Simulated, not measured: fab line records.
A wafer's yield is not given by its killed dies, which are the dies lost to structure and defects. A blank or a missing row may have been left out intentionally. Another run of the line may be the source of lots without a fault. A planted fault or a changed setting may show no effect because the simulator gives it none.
Code-filled problem report in 8D (eight disciplines) form | flow gf180mcu | the parts of the form that need people (team, actions taken, sign-off) are left out

== 1. WHAT WENT WRONG ==
Across 6 wafers from 2 lots, MVSD_OVL at GF_MVSD_OVL_MEAS_07 averages 184.6 nm, while fault-free wafers read -0.3 nm with a standard deviation of 1.5. That is +99 or more standard deviations from the usual mean.
Seen first at day 6 20:10 on overlay-02, wafer L901.1. At this step, 42 wafers from 14 lots have a number in the record. Rule for "out", or "out of limits": more than 4 standard deviations from the usual mean. The other wafers with a number count as sound.

== 2. WHAT IT IS, WHAT IT ISN'T ==
question                    | is                     | is not
which readings at this step | MVSD_OVL               | -
which lots                  | L901, L902             | L891, L892, L894, L898, L904, L905, L906, L907, L909, L910, L912, L914
which wafers of those lots  | all that have a number | -
read on which gauges        | overlay-02             | overlay-01
when                        | from day 6 20:10       | up to then (12 sound wafers); but 24 sound wafers of L904, L905, L906, L907, L909, L910, L912, L914 came after

== 3. SUSPECTS, AND WHAT RULES EACH OUT ==
Counting: any tool at a process step up to the reading is kept as a suspect provided that every lot that is out went through it and no sound lot did after the first of them.
- the gauge at GF_MVSD_OVL_MEAS_07: kept. All the wafers that are out were read on overlay-02, and no step on other tools shows them out.
- plasma-asher-01 at GF_DNWELL_STRIP_08 (strips in O2/N2): kept. It processed each lot that is out, first L901 at day 5 00:04, and no sound lot thereafter; up to then, the last sound lot it processed was L898 at day 4 09:28.
- iline-stepper-01 at GF_MVSD_EXPOSE_04 (exposes mask MVSD, target cd 1000 nm): kept. It ran every lot that is out, first L901 (day 6 12:55), and no sound lot after that.
Left after counting: plasma-asher-01 at GF_DNWELL_STRIP_08, iline-stepper-01 at GF_MVSD_EXPOSE_04, overlay-02 at GF_MVSD_OVL_MEAS_07.

== 4. THE CAUSE (what the simulator had put in) ==
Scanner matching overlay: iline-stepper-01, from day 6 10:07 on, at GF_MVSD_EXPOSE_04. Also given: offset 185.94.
This tool is one of the 3 suspects left after counting.

== 5. THE EFFECT CHAIN, in route order ==
One row per reading whose mean, taken over the struck wafers that have a number, lies over 3 standard deviations from the usual. Scope: only readings with a usual standard deviation given in the record; hours: median across lots of the time from each lot's start at the first step in this table that gives one to its start at this step; sigmas: change in usual standard deviations.
hours | step                | reading  | usual   | on struck wafers | change | sigmas
0     | GF_MVSD_OVL_MEAS_07 | MVSD_OVL | -0.3 nm | 184.6            | +184.9 | +99 or more
At these later measuring or inspecting steps, every struck wafer for which the step has a row has a number for every such reading, and none has moved that far: GF_VT_IMPLANT_OVL_MEAS_07.

== 6. WHAT WOULD HAVE CAUGHT IT SOONER ==
Counted from the fault's start at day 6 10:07, it took 10 hours until the first out-of-limits reading at a measuring or inspecting step in this record, taken at day 6 20:10.
Lots out: 2; all had begun GF_MVSD_EXPOSE_04 on iline-stepper-01 by day 6 20:10. Had the tool been put on hold then, not one of them would have been saved.
